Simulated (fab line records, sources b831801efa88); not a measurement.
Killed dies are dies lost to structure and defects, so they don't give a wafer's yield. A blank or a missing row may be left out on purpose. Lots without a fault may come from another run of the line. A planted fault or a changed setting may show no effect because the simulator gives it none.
Which tool did it? | flow sky130 | 24 lots, 72 wafers sampled, at 4 steps of a route of 708

WHAT THE GAUGES READ, wafer by wafer
SKY_VIA2_BOW_MEAS_03. Usual: VIA2_BOW 86 um, standard deviation 7.5.
lot  | measured     | on            | VIA2_BOW (um) | flag
L074 | day 35 16:17 | film_metro-04 | 88 88 92      |
L075 | day 35 18:32 | film_metro-04 | 91 86 89      |
L076 | day 36 06:56 | film_metro-03 | 85 82 77      |
L077 | day 36 09:55 | film_metro-02 | 80 83 85      |
L078 | day 36 17:11 | film_metro-04 | 89 85 79      |
L079 | day 37 03:02 | film_metro-02 | 85 90 73      |
L080 | day 37 20:19 | film_metro-03 | 86 79 84      |
L081 | day 38 00:07 | film_metro-02 | 85 90 79      |
L082 | day 38 02:37 | film_metro-02 | 88 66 75      |
L083 | day 38 08:36 | film_metro-04 | 89 82 71      |
L084 | day 38 20:47 | film_metro-04 | 78 71 90      |
L085 | day 39 02:22 | film_metro-02 | 76 87 85      |
L086 | day 39 08:31 | film_metro-04 | 109 88 86     |
L087 | day 39 22:05 | film_metro-03 | 99 78 90      |
L088 | day 39 22:31 | film_metro-03 | 98 85 85      |
L089 | day 40 10:20 | film_metro-02 | 95 77 86      |
L090 | day 40 15:53 | film_metro-04 | 98 88 80      |
L091 | day 40 19:56 | film_metro-04 | 80 84 75      |
L092 | day 41 05:46 | film_metro-04 | 73 86 95      |
L093 | day 41 09:52 | film_metro-02 | 92 93 97      |
L094 | day 41 17:20 | film_metro-04 | 89 88 82      |
L095 | day 42 00:32 | film_metro-03 | 90 90 87      |
L096 | day 42 08:53 | film_metro-04 | 93 92 83      |
L097 | day 42 13:16 | film_metro-04 | 83 88 82      |

WHICH TOOL RAN EACH LOT (tool, then ch and the chambers of the sampled wafers, then the start)
lot  | SKY_FIELD_ISO_ETCH_15             | SKY_METAL2_SPUTTER_01        | SKY_METAL2_ETCH_18
L074 | rie_diel-01 ch 0,1,3, day 2 05:29 | pvd_sputter-04, day 34 12:31 | rie_metal-01 ch 0,1, day 35 15:04
L075 | rie_diel-03 ch 0,1,2, day 2 09:47 | pvd_sputter-04, day 34 14:22 | rie_metal-04 ch 0,1, day 35 17:15
L076 | rie_diel-04 ch 1,2, day 2 15:25   | pvd_sputter-03, day 35 02:58 | rie_metal-01 ch 0,1, day 36 05:39
L077 | rie_diel-03 ch 0,3, day 2 21:59   | pvd_sputter-02, day 35 06:22 | rie_metal-04 ch 0,1, day 36 08:40
L078 | rie_diel-01 ch 0,2,3, day 3 02:01 | pvd_sputter-03, day 35 13:23 | rie_metal-01 ch 0,1, day 36 15:56
L079 | rie_diel-03 ch 1,2,3, day 3 07:38 | pvd_sputter-03, day 36 00:05 | rie_metal-03 ch 1, day 37 01:37
L080 | rie_diel-01 ch 1,2, day 3 12:20   | pvd_sputter-04, day 36 16:21 | rie_metal-04 ch 0,1, day 37 19:01
L081 | rie_diel-01 ch 0,1, day 3 19:41   | pvd_sputter-03, day 36 20:47 | rie_metal-03 ch 0, day 37 22:52
L082 | rie_diel-03 ch 1,2,3, day 3 21:26 | pvd_sputter-02, day 36 22:49 | rie_metal-04 ch 0,1, day 38 01:22
L083 | rie_diel-04 ch 0,1,2, day 4 03:40 | pvd_sputter-04, day 37 04:36 | rie_metal-01 ch 0,1, day 38 07:20
L084 | rie_diel-01 ch 0,2,3, day 4 08:50 | pvd_sputter-02, day 37 17:13 | rie_metal-04 ch 0,1, day 38 19:30
L085 | rie_diel-01 ch 1,2, day 4 14:19   | pvd_sputter-03, day 37 22:50 | rie_metal-01 ch 0,1, day 39 00:46
L086 | rie_diel-03 ch 1,2, day 4 21:02   | pvd_sputter-03, day 38 04:41 | rie_metal-03 ch 0, day 39 07:05
L087 | rie_diel-01 ch 0,2, day 5 02:14   | pvd_sputter-04, day 38 18:46 | rie_metal-04 ch 0,1, day 39 20:49
L088 | rie_diel-03 ch 2,3, day 5 06:35   | pvd_sputter-04, day 38 19:10 | rie_metal-01 ch 0,1, day 39 21:12
L089 | rie_diel-04 ch 0,1,3, day 5 10:02 | pvd_sputter-03, day 39 07:16 | rie_metal-04 ch 0,1, day 40 09:07
L090 | rie_diel-01 ch 1,3, day 5 16:05   | pvd_sputter-04, day 39 12:37 | rie_metal-04 ch 0, day 40 14:40
L091 | rie_diel-01 ch 0,2,3, day 5 22:14 | pvd_sputter-03, day 39 17:20 | rie_metal-01 ch 0,1, day 40 18:29
L092 | rie_diel-04 ch 1,2,3, day 6 02:29 | pvd_sputter-02, day 40 02:22 | rie_metal-04 ch 0,1, day 41 04:05
L093 | rie_diel-01 ch 0,1,2, day 6 08:10 | pvd_sputter-04, day 40 07:12 | rie_metal-01 ch 0,1, day 41 08:31
L094 | rie_diel-04 ch 1,2, day 6 12:11   | pvd_sputter-02, day 40 14:21 | rie_metal-03 ch 0,1, day 41 16:00
L095 | rie_diel-03 ch 2,3, day 6 18:52   | pvd_sputter-03, day 40 23:05 | rie_metal-01 ch 1, day 41 23:11
L096 | rie_diel-04 ch 0,1,3, day 7 01:05 | pvd_sputter-02, day 41 06:46 | rie_metal-04 ch 0,1, day 42 07:39
L097 | rie_diel-04 ch 1,2,3, day 7 07:14 | pvd_sputter-03, day 41 11:32 | rie_metal-04 ch 0,1, day 42 11:32
- SKY_FIELD_ISO_ETCH_15: etches the open film in CHF3/O2, stops on Si, target depth 180 nm, time 72 s.
- SKY_METAL2_SPUTTER_01: material TiN, target thk 20 nm, time 16.7 s.
- SKY_METAL2_ETCH_18: etches BARC in N2/H2, stops on SiO2, time 45.9 s, target depth 60 nm.

WHAT THE TOOLS THEMSELVES READ (means of the sampled wafers that have a number; where no wafer has one, the mark that the record gives instead)
SKY_FIELD_ISO_ETCH_15. Usual: drypump_motor_current_A 5.7 A, standard deviation 0.39; oes_product_au 0.948 a.u., standard deviation 0.0071; throttle_valve_pct 8.845 %, standard deviation 0.0083.
lot  | tool        | drypump_motor_current_A (A) | oes_product_au (a.u.) | throttle_valve_pct (%) | flag
L074 | rie_diel-01 | 5.6                         | 0.951                 | 8.853                  |
L075 | rie_diel-03 | 5.3                         | 0.959                 | 8.842                  |
L076 | rie_diel-04 | 5.9                         | 0.943                 | 8.838                  |
L077 | rie_diel-03 | 5.3                         | 0.938                 | 8.833                  |
L078 | rie_diel-01 | 5.8                         | 0.955                 | 8.849                  |
L079 | rie_diel-03 | 5.5                         | 0.945                 | 8.849                  |
L080 | rie_diel-01 | 6.0                         | 0.940                 | 8.841                  |
L081 | rie_diel-01 | 5.6                         | 0.951                 | 8.846                  |
L082 | rie_diel-03 | 5.5                         | 0.944                 | 8.853                  |
L083 | rie_diel-04 | 5.9                         | 0.946                 | 8.848                  |
L084 | rie_diel-01 | 5.8                         | 0.950                 | 8.850                  |
L085 | rie_diel-01 | 5.7                         | 0.946                 | 8.852                  |
L086 | rie_diel-03 | 5.6                         | 0.937                 | 8.840                  |
L087 | rie_diel-01 | 6.1                         | 0.951                 | 8.845                  |
L088 | rie_diel-03 | 5.7                         | 0.950                 | 8.838                  |
L089 | rie_diel-04 | 6.0                         | 0.946                 | 8.842                  |
L090 | rie_diel-01 | 5.5                         | 0.956                 | 8.849                  |
L091 | rie_diel-01 | 5.8                         | 0.952                 | 8.855                  |
L092 | rie_diel-04 | 6.0                         | 0.941                 | 8.850                  |
L093 | rie_diel-01 | 5.8                         | 0.948                 | 8.849                  |
L094 | rie_diel-04 | 6.1                         | 0.940                 | 8.838                  |
L095 | rie_diel-03 | 5.6                         | 0.946                 | 8.846                  |
L096 | rie_diel-04 | 6.0                         | 0.954                 | 8.854                  |
L097 | rie_diel-04 | 6.0                         | 0.948                 | 8.846                  |

SKY_METAL2_SPUTTER_01. Usual: throttle_valve_pct 30.1 %, standard deviation 1.
lot  | tool           | throttle_valve_pct (%) | flag
L074 | pvd_sputter-04 | 30.1                   |
L075 | pvd_sputter-04 | 30.4                   |
L076 | pvd_sputter-03 | 30.2                   |
L077 | pvd_sputter-02 | 30.2                   |
L078 | pvd_sputter-03 | 30.7                   |
L079 | pvd_sputter-03 | 29.6                   |
L080 | pvd_sputter-04 | 30.1                   |
L081 | pvd_sputter-03 | 30.0                   |
L082 | pvd_sputter-02 | 30.0                   |
L083 | pvd_sputter-04 | 30.7                   |
L084 | pvd_sputter-02 | 30.1                   |
L085 | pvd_sputter-03 | 29.3                   |
L086 | pvd_sputter-03 | 29.8                   |
L087 | pvd_sputter-04 | 30.4                   |
L088 | pvd_sputter-04 | 29.9                   |
L089 | pvd_sputter-03 | 30.2                   |
L090 | pvd_sputter-04 | 30.5                   |
L091 | pvd_sputter-03 | 29.8                   |
L092 | pvd_sputter-02 | 29.3                   |
L093 | pvd_sputter-04 | 30.2                   |
L094 | pvd_sputter-02 | 29.5                   |
L095 | pvd_sputter-03 | 29.9                   |
L096 | pvd_sputter-02 | 29.5                   |
L097 | pvd_sputter-03 | 30.4                   |

SKY_METAL2_ETCH_18. Usual: drypump_motor_current_A 5.9 A, standard deviation 0.42; oes_product_au 0.854 a.u., standard deviation 0.0043; throttle_valve_pct 13.226 %, standard deviation 0.0099.
lot  | tool         | drypump_motor_current_A (A) | oes_product_au (a.u.) | throttle_valve_pct (%) | flag
L074 | rie_metal-01 | 6.2                         | 0.857                 | 13.233                 |
L075 | rie_metal-04 | 5.9                         | 0.854                 | 13.223                 |
L076 | rie_metal-01 | 6.2                         | 0.851                 | 13.232                 |
L077 | rie_metal-04 | 5.8                         | 0.852                 | 13.226                 |
L078 | rie_metal-01 | 6.2                         | 0.856                 | 13.219                 |
L079 | rie_metal-03 | 6.2                         | 0.859                 | 13.228                 |
L080 | rie_metal-04 | 5.8                         | 0.851                 | 13.215                 |
L081 | rie_metal-03 | 5.7                         | 0.853                 | 13.219                 |
L082 | rie_metal-04 | 5.8                         | 0.856                 | 13.221                 |
L083 | rie_metal-01 | 5.8                         | 0.856                 | 13.223                 |
L084 | rie_metal-04 | 5.8                         | 0.857                 | 13.228                 |
L085 | rie_metal-01 | 6.2                         | 0.857                 | 13.228                 |
L086 | rie_metal-03 | 5.7                         | 0.854                 | 13.225                 |
L087 | rie_metal-04 | 5.8                         | 0.854                 | 13.227                 |
L088 | rie_metal-01 | 6.2                         | 0.851                 | 13.231                 |
L089 | rie_metal-04 | 5.9                         | 0.859                 | 13.221                 |
L090 | rie_metal-04 | 6.1                         | 0.852                 | 13.215                 |
L091 | rie_metal-01 | 5.8                         | 0.855                 | 13.223                 |
L092 | rie_metal-04 | 5.8                         | 0.856                 | 13.241                 |
L093 | rie_metal-01 | 6.2                         | 0.847                 | 13.225                 |
L094 | rie_metal-03 | 5.8                         | 0.852                 | 13.240                 |
L095 | rie_metal-01 | 5.4                         | 0.856                 | 13.223                 |
L096 | rie_metal-04 | 5.8                         | 0.856                 | 13.225                 |
L097 | rie_metal-04 | 5.9                         | 0.854                 | 13.225                 |

THE ANSWER, worked out from the rows above alone
Rule: a lot is off if the mean of its wafers that have a number lies more than 3 standard deviations from the usual mean. A lot without any number at a reading at which 4 lots or more have one is off too. The other lots that the step has rows for count as sound. The gauges are gone through in route order, then the tools' own readings, and for those a lot's mean is taken as printed above. The first step at which some lot is off is used, and at that step the reading that is off furthest; a lot without a number counts as furthest.
No lot is off at any reading shown: from this, nothing can be told.

WHAT THE SIMULATOR HAD PUT IN
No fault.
